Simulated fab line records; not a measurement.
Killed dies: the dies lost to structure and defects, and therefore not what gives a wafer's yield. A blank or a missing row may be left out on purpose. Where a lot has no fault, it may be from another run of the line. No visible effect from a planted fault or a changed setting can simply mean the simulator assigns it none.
A struck lot beside a sound one / flow sfq_line / 42 steps out of a route of 325
Sound: wafers L696.2, L696.3, L696.4. Struck: wafers L687.3, L687.5 (left out: L687.4, a lot-mate that was not struck); the cause follows at the end.
For every step that has rows: the tool of each side, followed by ch and its chambers, followed by its first start. Under that, the readings that differ: sound wafers / struck wafers / difference of the means / sigmas: that difference in standard deviations of wafers without a fault.
alike: readings whose means differ by less than 2 such deviations, and words and numbers that are the same on both sides. not compared: withheld readings, readings that some wafer has no value for, bounds like >300 that may hide the same value, and numbers for which the record gives no deviation and whose values overlap.
The two part at a step that has a row with sigmas, a row that says differs or no value, or rows on one side only. Numbers that have no deviation but don't overlap get no sigmas and don't part them. A reading missing from all wafers of one side parts the sides only when that side holds two or more wafers.

first, 6 steps without rows for these wafers: SFQ_TRILAYER_M4_LITHO_COAT_098 (resist thk 62 nm); SFQ_TRILAYER_M4_LITHO_COAT_093 (resist thk 600 nm); SFQ_TRILAYER_M4_LITHO_SOFTBAKE_097; SFQ_TRILAYER_M4_LITHO_EXPOSE_094 (exposes mask M4, target cd 500 nm); SFQ_TRILAYER_M4_LITHO_PEB_096 (peb time 60 s); SFQ_TRILAYER_M4_LITHO_DEVELOP_095 (time 60 s).
SFQ_M4_OVL_MEAS_926:
  struck on overlay-02, day 52 18:41; sound on overlay-01, day 56 12:30
  alike: M4_OVL
SFQ_TRILAYER_M4_BARC_OPEN_METAL_ETCH_123: etches BARC in O2, target depth 125 nm, time 41.7 s.
  sound on rie_metal-01 ch 0,1, day 56 12:32; struck on rie_metal-04 ch 1, day 52 18:44
  alike: drypump_motor_current_A, oes_product_au
  not compared: rf_hours_counter_h
SFQ_TRILAYER_M4_ETCH_METAL_ETCH_096: etches Nb in Cl2/Ar, stops on SiO2, target depth 240 nm, time 120 s.
  sound on rie_metal-01 ch 0,1, day 56 12:35; struck on rie_metal-04 ch 1, day 52 18:49
  alike: drypump_motor_current_A, oes_product_au
  not compared: rf_hours_counter_h
then, 2 steps without rows for these wafers: SFQ_TRILAYER_M4_STRIP_STRIP_097 (strips in O2); SFQ_TRILAYER_M4_STRIP_SOLV_CLEAN_098 (cleans in NMP, time 600 s).
SFQ_TRILAYER_I4_DEP_PECVD_099: deposits SiO2 from SiH4/N2O, time 111.11 s, target thk 500 nm.
  sound on pecvd-03 ch 0,1, day 56 13:29; struck on pecvd-02 ch 2, day 52 19:41
  alike: chamber_pressure_Torr, heater_power_w, throttle_valve_pct
SFQ_TRILAYER_I4_CMP_CMP_100: polishes SiO2.
  sound on cmp-01 ch 0,1,3, day 57 16:25; struck on cmp-01 ch 0, day 52 21:54
reading=model.SiO2_of_TRILAYER_I4_DEP_PECVD_099.thk_nm (nm); sound=198.1 199.7 199.1; struck=219.6 220.6; difference=+21.1; sigmas=
  alike: motor_current_A, time_to_endpoint_s
SFQ_I4_BOW_MEAS_927:
  struck on film_metro-03, day 53 00:26; sound on film_metro-03, day 57 19:26
  alike: I4_BOW
SFQ_TRILAYER_I4_METRO_MEASURE_101:
  struck on film_metro-03, day 53 00:55; sound on film_metro-03, day 57 19:44
reading=thk_nm (nm); sound=198.1 199.7 199.1; struck=219.5 220.6; difference=+21.1; sigmas=+18
then, 6 steps without rows for these wafers: SFQ_TRILAYER_I4_VIA_LITHO_COAT_108 (resist thk 62 nm); SFQ_TRILAYER_I4_VIA_LITHO_COAT_103 (resist thk 650 nm); SFQ_TRILAYER_I4_VIA_LITHO_SOFTBAKE_107; SFQ_TRILAYER_I4_VIA_LITHO_EXPOSE_104 (exposes mask I4, target cd 700 nm); SFQ_TRILAYER_I4_VIA_LITHO_PEB_106 (peb time 60 s); SFQ_TRILAYER_I4_VIA_LITHO_DEVELOP_105 (time 60 s).
-- the record jumps here: 4 days lie between the struck wafers' starts before and after --
SFQ_I4_OVL_MEAS_928:
  struck on overlay-01, day 57 08:55; sound on overlay-01, day 61 01:05
  alike: I4_OVL
SFQ_TRILAYER_I4_VIA_BARC_OPEN_VIA_ETCH_146: etches BARC in O2, target depth 125 nm, time 41.7 s.
  sound on rie_diel-03 ch 0,1, day 61 01:07; struck on rie_diel-03 ch 0,1, day 57 08:56
  alike: drypump_motor_current_A, oes_product_au
  not compared: rf_hours_counter_h
SFQ_TRILAYER_I4_VIA_ETCH_VIA_ETCH_106: etches SiO2 in CHF3, stops on Nb, target depth 260 nm.
  sound on rie_diel-03 ch 0,1, day 61 01:09; struck on rie_diel-03 ch 0,1, day 57 08:58
reading=oes_product_au (a.u.); sound=0.847 0.853 0.860; struck=0.902 0.909; difference=+0.052; sigmas=+10
reading=model.etch.depth_nm (nm); sound=198.1 199.7 199.1; struck=219.6 220.6; difference=+21.1; sigmas=
reading=model.I4.feature_depth_nm (nm); sound=198.1 199.7 199.1; struck=219.6 220.6; difference=+21.1; sigmas=
  alike: drypump_motor_current_A
then, 4 steps without rows for these wafers: SFQ_TRILAYER_I4_VIA_STRIP_STRIP_107 (strips in O2); SFQ_TRILAYER_I4_VIA_STRIP_SOLV_CLEAN_108 (cleans in NMP, time 600 s); SFQ_TRILAYER_JJ_TRILAYER_DEP_PRE_CLEAN_113 (time 22.5 s); SFQ_TRILAYER_JJ_TRILAYER_DEP_SPUTTER_109 (material Nb, target thk 150 nm, time 100 s).
SFQ_TRILAYER_JJ_TRILAYER_DEP_SPUTTER_110: material Al, target thk 8 nm, time 10 s.
  struck on pvd_sputter-03, day 57 09:58; sound on pvd_sputter-05, day 61 02:08
  alike: throttle_valve_pct
then, 2 steps without rows for these wafers: SFQ_TRILAYER_JJ_TRILAYER_DEP_AL_OXIDATION_111 (oxidation time 600 s); SFQ_TRILAYER_JJ_TRILAYER_DEP_SPUTTER_112 (material Nb, target thk 170 nm, time 113.3 s).
SFQ_JJ_RS_MEAS_929: measures by four-point-probe.
  struck on film_metro-03, day 57 11:06; sound on film_metro-02, day 61 03:16
  alike: JJ_NB_RS
then, 6 steps without rows for these wafers: SFQ_TRILAYER_JJ_CE_LITHO_COAT_119 (resist thk 62 nm); SFQ_TRILAYER_JJ_CE_LITHO_COAT_114 (resist thk 600 nm); SFQ_TRILAYER_JJ_CE_LITHO_SOFTBAKE_118; SFQ_TRILAYER_JJ_CE_LITHO_EXPOSE_115 (exposes mask J5, target cd 700 nm); SFQ_TRILAYER_JJ_CE_LITHO_PEB_117 (peb time 60 s); SFQ_TRILAYER_JJ_CE_LITHO_DEVELOP_116 (time 60 s).
-- the record jumps here: 3 days lie between the struck wafers' starts before and after --
SFQ_JJ_OVL_MEAS_931:
  struck on overlay-01, day 60 19:05; sound on overlay-01, day 65 21:02
reading=J5_OVL (nm); sound=-6 -5 -13; struck=4 1; difference=+10; sigmas=+2
then, 2 steps without rows for these wafers: SFQ_TRILAYER_JJ_CE_METRO_MEASURE_117; SFQ_TRILAYER_JJ_CE_BARC_OPEN_RIE_150 (chemistry O2, target BARC, target depth 240 nm, time 80 s).
SFQ_TRILAYER_M5_ETCH_METAL_ETCH_126: etches Nb in Cl2/BCl3, stops on SiO2, time 203.2 s, target depth 265 nm.
  sound on rie_metal-01 ch 0,1, day 69 12:28; struck on rie_metal-03 ch 1, day 61 07:25
reading=model.SiO2_of_TRILAYER_I4_DEP_PECVD_099.thk_nm (nm); sound=178.7 180.3 179.4; struck=200.1 201; difference=+21.1; sigmas=
  alike: drypump_motor_current_A, oes_product_au
  not compared: rf_hours_counter_h

== WHERE THEY PART ==
First at SFQ_TRILAYER_I4_METRO_MEASURE_101; last, within this record, at SFQ_JJ_OVL_MEAS_931. Later steps at which nothing parts them and some readings are alike: SFQ_TRILAYER_M5_ETCH_METAL_ETCH_126.

WHY: what had been put in by the simulator
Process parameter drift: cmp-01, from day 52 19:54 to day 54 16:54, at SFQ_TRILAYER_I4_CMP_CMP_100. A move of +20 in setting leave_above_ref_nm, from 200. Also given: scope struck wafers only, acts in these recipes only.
